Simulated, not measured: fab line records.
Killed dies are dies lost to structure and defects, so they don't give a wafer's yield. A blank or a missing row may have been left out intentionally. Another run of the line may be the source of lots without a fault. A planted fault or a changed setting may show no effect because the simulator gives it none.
A lot that was struck, set against a sound lot	flow sky130	35 steps out of a route of 708
Sound: these wafers, L244.2, L244.4, L244.5. Struck: wafer L255.6 (left out: L255.4, L255.5 of the same lot, which were not struck); the cause appears at the end.
For every step that has rows: the tool of each side, followed by ch and its chambers, followed by its first start. Under that, the readings that differ: sound wafers	struck wafers	difference of the means	sigmas: that difference in standard deviations of wafers without a fault.
alike: a reading whose means differ by less than 2 such deviations, as well as words and numbers matching on both sides. not compared: withheld readings; readings where some wafer has no value; bounds like >300 that might hide an equal value; numbers whose values overlap and for which the record gives no deviation.
A row with sigmas, a row that says differs or no value, or rows on one side alone: a step with any of these is where the two part. Non-overlapping numbers with no deviation appear without sigmas and do not part them. Lack of a reading on every wafer of one side parts them only where that side has two or more wafers.

first, 10 steps without rows for these wafers: SKY_METAL1_HMDS_08 (prime time 60 s); SKY_METAL1_COAT_09 (resist thk 60 nm); SKY_METAL1_COAT_10 (resist thk 450 nm); SKY_METAL1_SOFTBAKE_11 (time 90 s); SKY_METAL1_EXPOSE_12 (exposes mask MM1, target cd 140 nm); SKY_METAL1_PEB_13; SKY_METAL1_DEVELOP_14 (develop time 60 s); SKY_METAL1_DESCUM_17 (chemistry O2, time 8 s); SKY_METAL1_ETCH_18 (etches BARC in N2/H2, stops on SiO2, time 45.9 s, target depth 60 nm); SKY_METAL1_METAL_ETCH_19 (etches the open film in Cl2/BCl3, stops on SiO2, target depth 360 nm, time 78 s).
SKY_METAL1_STRIP_20: strips in O2/N2.
  sound on plasma asher-04 ch 0,1, day 33 06:31; struck on plasma asher-04 ch 0, day 36 23:01
  alike: chamber pressure mTorr, drypump motor current A, oes product au, strip time to endpoint s
  not compared: rf hours counter h
then, 23 steps without rows for these wafers: SKY_METAL1_STRIP_21 (strips in post etch residue remover, time 1200 s); SKY_METAL1_CLEAN_22 (cleans in IPA, time 180 s); SKY_METAL1_CLEAN_23 (cleans in O3/DIW); SKY_VIA1_HDPCVD_00 (deposits SiO2, target thk 1030 nm, time 171.7 s); SKY_VIA1_CMP_02 (polishes SiO2); SKY_VIA1_DEHYDRATE_04 (time 60 s); SKY_VIA1_HMDS_05 (prime time 60 s); SKY_VIA1_COAT_06 (resist thk 60 nm); SKY_VIA1_COAT_07 (resist thk 450 nm); SKY_VIA1_SOFTBAKE_08 (time 90 s); SKY_VIA1_EXPOSE_09 (exposes mask VIM, target cd 150 nm); SKY_VIA1_PEB_10; SKY_VIA1_DEVELOP_11 (develop time 60 s); SKY_VIA1_ETCH_14 (etches BARC in N2/H2, stops on SiO2, time 45.9 s, target depth 60 nm); SKY_VIA1_ETCH_15 (etches SiO2 in C4F8/O2/Ar, stops on TiN, target depth 351 nm, time 54 s); SKY_VIA1_STRIP_16 (strips in O2/N2); SKY_VIA1_STRIP_17 (strips in post etch residue remover, time 1200 s); SKY_VIA1_CLEAN_18 (cleans in IPA, time 180 s); SKY_VIA1_CLEAN_19 (cleans in O3/DIW); SKY_VIA1_SPUTTER_20 (material TiN, target thk 20 nm, time 80 s); SKY_VIA1_CVD_21 (deposits W, target thk 270 nm, time 80.902 s); SKY_VIA1_CMP_24 (polishes, stops on SiO2, t overpolish 15 s, target thk 0 nm); SKY_METAL2_SPUTTER_00 (material Ti, target thk 15 nm, time 10 s).
-- the record jumps here: 12 days lie between the struck wafers' starts before and after (it left off in module METAL2 and takes up again in module PAD_OPEN, whose first step shown is number 708 of the route) --
SKY_PAD_OPEN_PROBE_99:
  the record has rows for the struck wafers here (prober-01, day 48 21:10) and none for the sound ones

WHERE THEY PART
Within this record, at SKY_PAD_OPEN_PROBE_99 only.

WHY: whatever the simulator had introduced
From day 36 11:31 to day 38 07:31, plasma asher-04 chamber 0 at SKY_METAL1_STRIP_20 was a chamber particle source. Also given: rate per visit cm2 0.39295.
